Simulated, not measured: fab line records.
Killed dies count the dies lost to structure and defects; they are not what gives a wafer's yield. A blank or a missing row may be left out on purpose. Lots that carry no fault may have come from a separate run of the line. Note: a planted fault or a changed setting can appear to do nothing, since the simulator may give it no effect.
Which tool was responsible? :: flow gf180mcu :: Sampling: 13 lots, 39 wafers, 3 of 602 route steps

== WHAT EACH GAUGE READ, for each wafer ==
GF_V1_BOW_MEAS_05. Usual: V1_BOW gives 83 um (standard deviation 7).
lot: L957
measured: day 17 12:23
on: filmMetro-01
V1_BOW (um): 93 79 75
flag: 

lot: L958
measured: day 18 05:13
on: filmMetro-01
V1_BOW (um): 85 73 83
flag: 

lot: L959
measured: day 17 23:13
on: filmMetro-01
V1_BOW (um): 86 64 76
flag: 

lot: L960
measured: day 18 03:11
on: filmMetro-01
V1_BOW (um): 75 76 81
flag: 

lot: L961
measured: day 18 22:39
on: filmMetro-04
V1_BOW (um): 81 84 82
flag: 

lot: L962
measured: day 19 02:40
on: filmMetro-01
V1_BOW (um): 99 101 98
flag: 

lot: L963
measured: day 19 20:02
on: filmMetro-04
V1_BOW (um): 82 80 75
flag: 

lot: L966
measured: day 20 13:07
on: filmMetro-04
V1_BOW (um): 86 78 80
flag: 

lot: L967
measured: day 21 03:30
on: filmMetro-01
V1_BOW (um): 86 77 85
flag: 

lot: L970
measured: day 22 06:31
on: filmMetro-01
V1_BOW (um): 81 81 84
flag: 

lot: L973
measured: day 23 05:51
on: filmMetro-03
V1_BOW (um): 78 85 81
flag: 

lot: L978
measured: day 24 14:08
on: filmMetro-03
V1_BOW (um): 85 72 79
flag: 

lot: L979
measured: day 24 21:16
on: filmMetro-04
V1_BOW (um): 84 94 94
flag: 

GF_V1_CD_MEAS_14: the cd target is 260 nm. Usual: cdNm 260.0 nm, standard deviation 1.3.
lot: L957
measured: day 18 11:36
on: cdSem-01
cdNm (nm): 261.7 261.2 261.2
flag: 

lot: L958
measured: day 19 05:34
on: cdSem-02
cdNm (nm): 258.8 259.2 258.3
flag: 

lot: L959
measured: day 18 23:43
on: cdSem-01
cdNm (nm): 259.2 259.9 259.8
flag: 

lot: L960
measured: day 19 03:16
on: cdSem-01
cdNm (nm): 261.6 260.8 260.1
flag: 

lot: L961
measured: day 19 22:52
on: cdSem-01
cdNm (nm): 258.9 257.8 258.7
flag: 

lot: L962
measured: day 20 03:34
on: cdSem-02
cdNm (nm): 259.4 259.8 259.4
flag: 

lot: L963
measured: day 20 20:27
on: cdSem-02
cdNm (nm): 259.6 259.2 260.8
flag: 

lot: L966
measured: day 21 13:09
on: cdSem-01
cdNm (nm): 257.5 257.6 257.6
flag: 

lot: L967
measured: day 22 03:20
on: cdSem-01
cdNm (nm): 259.0 258.3 259.2
flag: 

lot: L970
measured: day 23 05:02
on: cdSem-02
cdNm (nm): 259.8 260.8 260.3
flag: 

lot: L973
measured: day 24 03:41
on: cdSem-01
cdNm (nm): 261.2 261.5 262.5
flag: 

lot: L978
measured: day 25 11:19
on: cdSem-01
cdNm (nm): 260.4 260.7 262.0
flag: 

lot: L979
measured: day 25 18:46
on: cdSem-02
cdNm (nm): 259.1 257.1 258.6
flag: 

== EACH LOT AND THE TOOL THAT RAN IT (in order: tool; ch and the chambers of the sampled wafers; start) ==
lot: L957
GF_STI_WET_ETCH_17: wetBench-01 ch 1, day 2 01:49

lot: L958
GF_STI_WET_ETCH_17: wetBench-01 ch 3, day 2 13:04

lot: L959
GF_STI_WET_ETCH_17: wetBench-03 ch 1, day 2 13:31

lot: L960
GF_STI_WET_ETCH_17: wetBench-01 ch 1, day 2 19:49

lot: L961
GF_STI_WET_ETCH_17: wetBench-03 ch 2, day 3 02:28

lot: L962
GF_STI_WET_ETCH_17: wetBench-04 ch 3, day 3 02:43

lot: L963
GF_STI_WET_ETCH_17: wetBench-01 ch 3, day 3 14:01

lot: L966
GF_STI_WET_ETCH_17: wetBench-01 ch 0, day 3 23:25

lot: L967
GF_STI_WET_ETCH_17: wetBench-04 ch 3, day 4 04:37

lot: L970
GF_STI_WET_ETCH_17: wetBench-01 ch 3, day 4 20:43

lot: L973
GF_STI_WET_ETCH_17: wetBench-03 ch 3, day 5 11:52

lot: L978
GF_STI_WET_ETCH_17: wetBench-03 ch 2, day 6 14:01

lot: L979
GF_STI_WET_ETCH_17: wetBench-03 ch 1, day 6 19:37
- GF_STI_WET_ETCH_17: etches Si3N4 in H3PO4, target depth 45 nm, time 514 s.

== AS READ BY THE TOOLS THEMSELVES (means over the sampled wafers that have a number; for cases with no such wafer, the mark the record gives instead) ==
GF_STI_WET_ETCH_17. Usual: bathGuardTempC 159.9 C, standard deviation 0.52; tempC 159.97 C, standard deviation 0.15.
lot: L957
tool: wetBench-01
bathGuardTempC (C): 159.9
tempC (C): 159.94
flag: 

lot: L958
tool: wetBench-01
bathGuardTempC (C): 159.5
tempC (C): 160.10
flag: 

lot: L959
tool: wetBench-03
bathGuardTempC (C): 160.0
tempC (C): 160.06
flag: 

lot: L960
tool: wetBench-01
bathGuardTempC (C): 160.0
tempC (C): 160.07
flag: 

lot: L961
tool: wetBench-03
bathGuardTempC (C): 159.7
tempC (C): 159.96
flag: 

lot: L962
tool: wetBench-04
bathGuardTempC (C): 159.8
tempC (C): 159.83
flag: 

lot: L963
tool: wetBench-01
bathGuardTempC (C): 159.7
tempC (C): 159.99
flag: 

lot: L966
tool: wetBench-01
bathGuardTempC (C): 162.7
tempC (C): 161.35
flag: OFF

lot: L967
tool: wetBench-04
bathGuardTempC (C): 159.8
tempC (C): 159.99
flag: 

lot: L970
tool: wetBench-01
bathGuardTempC (C): 160.8
tempC (C): 161.12
flag: OFF

lot: L973
tool: wetBench-03
bathGuardTempC (C): 159.8
tempC (C): 159.88
flag: 

lot: L978
tool: wetBench-03
bathGuardTempC (C): 159.6
tempC (C): 159.96
flag: 

lot: L979
tool: wetBench-03
bathGuardTempC (C): 160.1
tempC (C): 160.02
flag: 

== THE ANSWER, worked out from the rows above alone ==
Rule: a lot is off if the mean of its wafers that have a number lies more than 3 standard deviations from the usual mean. A lot without any number at a reading at which 4 lots or more have one is off too. Any other lot the step has rows for is counted as sound. After the gauges, taken in route order, come the tools' own readings; for these a lot's mean is taken, as printed above. At the first step where some lot is off, the reading lying furthest off is the one used; lots without a number count as furthest.
Off: L966, L970, at GF_STI_WET_ETCH_17 (tempC).
If a tool, at that step or one of the process steps before it, ran each lot that is off and ran no sound lot following the first of them, it fits. One candidate fits, namely wetBench-01 at GF_STI_WET_ETCH_17. Its last sound lot is L963 (day 3 14:01), its first lot that is off L966 (day 3 23:25): a fault that began between those two fits.
The tool's own readings at GF_STI_WET_ETCH_17 bear it out: on the lots that are off they differ by more than 5 times the standard deviation of the sound lots' means. bathGuardTempC reads 161.8 C there against 159.8 C on the sound lots; tempC reads 161.24 C there against 159.98 C on the sound lots.

== WHAT HAD BEEN PUT IN BY THE SIMULATOR ==
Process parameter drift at GF_STI_WET_ETCH_17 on wetBench-01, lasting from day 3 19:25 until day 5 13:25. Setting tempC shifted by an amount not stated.
Shown lots that were struck: L966, L970. Same finding as the rule above.
